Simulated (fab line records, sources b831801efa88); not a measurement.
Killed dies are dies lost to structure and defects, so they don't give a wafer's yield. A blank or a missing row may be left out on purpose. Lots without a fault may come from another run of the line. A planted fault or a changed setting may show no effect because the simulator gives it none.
Which tool did it? | flow sky130 | 12 lots, 36 wafers sampled, at 4 steps of a route of 708

WHAT THE GAUGES READ, wafer by wafer
SKY_PAD_OPEN_BOW_MEAS_13. Usual: PAD_OPEN_BOW 48 um, standard deviation 8.1.
lot  | measured     | on            | PAD_OPEN_BOW (um) | flag
L737 | day 46 18:20 | film_metro-01 | 47 44 63          |
L740 | day 47 06:31 | film_metro-04 | 46 44 50          |
L741 | day 47 10:49 | film_metro-04 | 50 42 53          |
L742 | day 47 17:37 | film_metro-04 | 42 54 44          |
L744 | day 48 08:03 | film_metro-02 | 42 40 43          |
L745 | day 48 09:25 | film_metro-04 | 41 46 45          |
L747 | day 48 17:54 | film_metro-04 | 59 68 54          |
L750 | day 49 10:45 | film_metro-02 | 50 61 56          |
L752 | day 50 02:26 | film_metro-02 | 56 57 57          |
L755 | day 50 09:10 | film_metro-02 | 41 42 52          |
L758 | day 50 22:38 | film_metro-01 | 58 49 49          |
L757 | day 51 01:50 | film_metro-01 | 60 49 49          |

WHICH TOOL RAN EACH LOT (tool, then ch and the chambers of the sampled wafers, then the start)
lot  | SKY_PASSIVATION_STRIP_12             | SKY_PAD_OPEN_COAT_02              | SKY_PAD_OPEN_STRIP_08
L737 | plasma_asher-01 ch 0, day 45 19:06   | litho_track-02 ch 0, day 46 04:59 | plasma_asher-03 ch 0, day 46 16:13
L740 | plasma_asher-03 ch 0,1, day 46 06:46 | litho_track-02 ch 0, day 46 17:56 | plasma_asher-01 ch 0,1, day 47 03:37
L741 | plasma_asher-03 ch 0,1, day 46 11:27 | litho_track-02 ch 0, day 46 21:31 | plasma_asher-04 ch 0,1, day 47 07:37
L742 | plasma_asher-02 ch 0,1, day 46 19:37 | litho_track-02 ch 0, day 47 04:38 | plasma_asher-03 ch 0,1, day 47 15:31
L744 | plasma_asher-01 ch 0,1, day 47 09:55 | litho_track-02 ch 0, day 47 19:55 | plasma_asher-03 ch 0,1, day 48 05:55
L745 | plasma_asher-02 ch 0,1, day 47 11:51 | litho_track-02 ch 0, day 47 21:32 | plasma_asher-03 ch 1, day 48 07:16
L747 | plasma_asher-01 ch 0,1, day 47 20:30 | litho_track-01 ch 0, day 48 05:53 | plasma_asher-04 ch 0,1, day 48 15:49
L750 | plasma_asher-03 ch 0,1, day 48 13:43 | litho_track-02 ch 0, day 48 22:07 | plasma_asher-01 ch 0,1, day 49 07:31
L752 | plasma_asher-03 ch 0, day 49 06:50   | litho_track-02 ch 0, day 49 15:28 | plasma_asher-01 ch 0,1, day 50 00:19
L755 | plasma_asher-03 ch 0, day 49 13:49   | litho_track-02 ch 0, day 49 21:53 | plasma_asher-01 ch 0,1, day 50 07:01
L758 | plasma_asher-01 ch 0,1, day 50 05:13 | litho_track-01 ch 0, day 50 12:32 | plasma_asher-01 ch 0,1, day 50 20:28
L757 | plasma_asher-02 ch 0, day 50 08:09   | litho_track-04 ch 0, day 50 15:23 | plasma_asher-01 ch 0, day 50 23:40
- SKY_PASSIVATION_STRIP_12: strips in O2/N2.
- SKY_PAD_OPEN_COAT_02: resist thk 3000 nm.
- SKY_PAD_OPEN_STRIP_08: strips in O2/N2.

WHAT THE TOOLS THEMSELVES READ (means of the sampled wafers that have a number; where no wafer has one, the mark that the record gives instead)
SKY_PASSIVATION_STRIP_12. Usual: drypump_motor_current_A 5.7 A, standard deviation 0.6; oes_product_au 0.661 a.u., standard deviation 0.0045; strip_time_to_endpoint_s 31.48 s, standard deviation 0.15.
lot  | tool            | drypump_motor_current_A (A) | oes_product_au (a.u.) | strip_time_to_endpoint_s (s) | flag
L737 | plasma_asher-01 | 6.4                         | 0.660                 | 31.56                        |
L740 | plasma_asher-03 | 5.4                         | 0.657                 | 31.44                        |
L741 | plasma_asher-03 | 5.8                         | 0.658                 | 31.61                        |
L742 | plasma_asher-02 | 5.1                         | 0.658                 | 31.33                        |
L744 | plasma_asher-01 | 5.9                         | 0.664                 | 31.28                        |
L745 | plasma_asher-02 | 5.2                         | 0.666                 | 31.66                        |
L747 | plasma_asher-01 | 6.1                         | 0.661                 | 31.34                        |
L750 | plasma_asher-03 | 5.8                         | 0.657                 | 31.51                        |
L752 | plasma_asher-03 | 4.9                         | 0.660                 | 31.46                        |
L755 | plasma_asher-03 | 4.9                         | 0.659                 | 31.51                        |
L758 | plasma_asher-01 | 5.8                         | 0.663                 | 31.41                        |
L757 | plasma_asher-02 | 5.0                         | 0.662                 | 31.45                        |

SKY_PAD_OPEN_COAT_02. Usual: spin_speed_rpm 2000.0 rpm, standard deviation 1.4.
lot  | tool           | spin_speed_rpm (rpm) | flag
L737 | litho_track-02 | 1999.9               |
L740 | litho_track-02 | 2000.5               |
L741 | litho_track-02 | 2001.5               |
L742 | litho_track-02 | 2000.2               |
L744 | litho_track-02 | 1998.9               |
L745 | litho_track-02 | 1999.1               |
L747 | litho_track-01 | 1999.2               |
L750 | litho_track-02 | 1998.0               |
L752 | litho_track-02 | 2039.6               | OFF
L755 | litho_track-02 | 2039.5               | OFF
L758 | litho_track-01 | 1999.7               |
L757 | litho_track-04 | 2000.2               |

SKY_PAD_OPEN_STRIP_08. Usual: drypump_motor_current_A 5.9 A, standard deviation 0.49; oes_product_au 0.663 a.u., standard deviation 0.0051.
lot  | tool            | drypump_motor_current_A (A) | oes_product_au (a.u.) | flag
L737 | plasma_asher-03 | 4.9                         | 0.663                 |
L740 | plasma_asher-01 | 6.1                         | 0.664                 |
L741 | plasma_asher-04 | 5.9                         | 0.656                 |
L742 | plasma_asher-03 | 5.4                         | 0.664                 |
L744 | plasma_asher-03 | 5.8                         | 0.660                 |
L745 | plasma_asher-03 | 6.3                         | 0.665                 |
L747 | plasma_asher-04 | 5.9                         | 0.661                 |
L750 | plasma_asher-01 | 6.1                         | 0.663                 |
L752 | plasma_asher-01 | 5.9                         | 0.668                 |
L755 | plasma_asher-01 | 6.1                         | 0.665                 |
L758 | plasma_asher-01 | 6.1                         | 0.665                 |
L757 | plasma_asher-01 | 6.4                         | 0.667                 |

THE ANSWER, worked out from the rows above alone
Rule: a lot is off if the mean of its wafers that have a number lies more than 3 standard deviations from the usual mean. A lot without any number at a reading at which 4 lots or more have one is off too. The other lots that the step has rows for count as sound. The gauges are gone through in route order, then the tools' own readings, and for those a lot's mean is taken as printed above. The first step at which some lot is off is used, and at that step the reading that is off furthest; a lot without a number counts as furthest.
Off: L752, L755, at SKY_PAD_OPEN_COAT_02 (spin_speed_rpm).
A tool fits if, at that step or a process step before it, it ran every lot that is off, and no sound lot after the first of them. Can't be told from this: 2 tools fit, plasma_asher-03 at SKY_PASSIVATION_STRIP_12, litho_track-02 at SKY_PAD_OPEN_COAT_02.

WHAT THE SIMULATOR HAD PUT IN
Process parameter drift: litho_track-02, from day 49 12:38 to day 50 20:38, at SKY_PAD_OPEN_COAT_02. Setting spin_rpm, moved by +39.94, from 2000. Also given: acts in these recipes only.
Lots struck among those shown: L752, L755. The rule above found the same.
